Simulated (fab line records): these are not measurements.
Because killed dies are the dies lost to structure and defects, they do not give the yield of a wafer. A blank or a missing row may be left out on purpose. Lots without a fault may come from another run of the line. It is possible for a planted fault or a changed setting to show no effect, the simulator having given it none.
A struck lot beside a sound one	flow sky130	15 steps out of a route of 708
Sound: the wafers L420.1, L420.3, L420.6. Wafers struck: L422.3, L422.4, L422.6. Last of all comes the cause.
Each step with rows lists, per side, the tool, then ch with its chambers, then its first start. Under that, the readings that differ: sound wafers	struck wafers	difference of the means	sigmas: that difference in standard deviations of wafers without a fault.
alike: a reading whose means differ by less than 2 such deviations, as well as words and numbers matching on both sides. not compared: withheld readings; readings where some wafer has no value; bounds like >300 that might hide an equal value; numbers whose values overlap and for which the record gives no deviation.
A row with sigmas, a row that says differs or no value, or rows on one side alone: a step with any of these is where the two part. Numbers that don't overlap but have no deviation are shown without sigmas and don't part them. A reading that every wafer of one side lacks parts them only if that side has two wafers or more.

first, 1 step without rows for these wafers: SKY_VIA1_SPUTTER_20 (material TiN, target thk 20 nm, time 80 s).
SKY_VIA1_CVD_21: deposits W, target thk 270 nm, time 80.902 s.
  sound on cvd-w-02 ch 0,1, day 34 10:29; struck on cvd-w-02 ch 0,1, day 34 22:23
  alike: heater-power-w, susceptor-temp-C
SKY_VIA1_RS_MEAS_22: uses a four-point probe to measure.
  struck on film-metro-02, day 34 22:29; sound on film-metro-03, day 34 10:35
  alike: VIA1_W_RS
SKY_VIA1_THK_MEAS_23: measures by xrf.
  struck on film-metro-02, day 34 22:35; sound on film-metro-03, day 34 10:42
  alike: VIA1_W_THK
then, 1 step without rows for these wafers: SKY_VIA1_CMP_24 (polishes, stops on SiO2, t overpolish 15 s, target thk 0 nm).
SKY_METAL2_SPUTTER_00: material Ti, target thk 15 nm, time 10 s.
  struck on pvd-sputter-03, day 34 22:56; sound on pvd-sputter-04, day 34 11:04
  alike: throttle-valve-pct
SKY_METAL2_SPUTTER_01: material TiN, target thk 20 nm, time 16.7 s.
  struck on pvd-sputter-03, day 34 22:57; sound on pvd-sputter-04, day 34 11:05
  alike: throttle-valve-pct
then, 1 step without rows for these wafers: SKY_METAL2_SPUTTER_02 (material AlCu, target thk 250 nm, time 13.3 s).
SKY_METAL2_SPUTTER_03: material Ti, target thk 5 nm, time 3.3 s.
  struck on pvd-sputter-03, day 34 23:00; sound on pvd-sputter-04, day 34 11:08
  alike: throttle-valve-pct
SKY_METAL2_SPUTTER_04: material TiN, target thk 70 nm, time 58.3 s.
  struck on pvd-sputter-03, day 34 23:01; sound on pvd-sputter-04, day 34 11:10
  alike: throttle-valve-pct
SKY_METAL2_RS_MEAS_05: uses a four-point probe to measure.
  struck on film-metro-04, day 34 23:07; sound on film-metro-01, day 34 11:12
  alike: METAL2_ALCU_RS
SKY_METAL2_THK_MEAS_06: measures by xrf.
  struck on film-metro-04, day 34 23:13; sound on film-metro-01, day 34 11:19
  alike: METAL2_ALCU_THK
SKY_METAL2_DEHYDRATE_07: time 60 s.
  sound on litho-track-03 ch 0, day 34 23:33; struck on litho-track-03 ch 0, day 35 11:45
reading	sound	struck	difference	sigmas
chill-plate-temp-C (C)	23.16 23.14 23.24	23.03 22.93 22.91	-0.22	-2
heater-power-total-W (W)	160.37 160.22 160.52	163.84 163.99 163.78	+3.50	+27
run-length-s (s)	89.07 89.03 88.98	85.23 85.29 85.44	-3.71	-26
  alike: exhaust-pa
then, 1 step without rows for these wafers: SKY_METAL2_HMDS_08 (prime time 60 s).
-- the record jumps here: 11 days lie between the struck wafers' starts before and after (it left off in module METAL2 and takes up again in module PAD_OPEN, whose first step shown is number 708 of the route) --
SKY_PAD_OPEN_PROBE_99:
  struck on prober-01, day 46 11:05; sound on prober-01, day 46 02:23
  alike: defect-limited-yield, killed_at_M0_to_M3, killed_at_M4_up, killed-at-contacts, killed-at-front-end, killed-at-other, killed-dies, killed-open, killed-short, sort_bin_3_pad_short, sort_bin_5_function, sort_bin_6_memory, sort-n-pass, sort-yield-pct

== WHERE THEY PART ==
Only at SKY_METAL2_DEHYDRATE_07, as far as this record shows. Later steps at which nothing parts them and some readings are alike: SKY_PAD_OPEN_PROBE_99.

WHY: what had been put in by the simulator
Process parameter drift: litho-track-03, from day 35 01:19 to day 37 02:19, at SKY_METAL2_DEHYDRATE_07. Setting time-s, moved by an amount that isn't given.
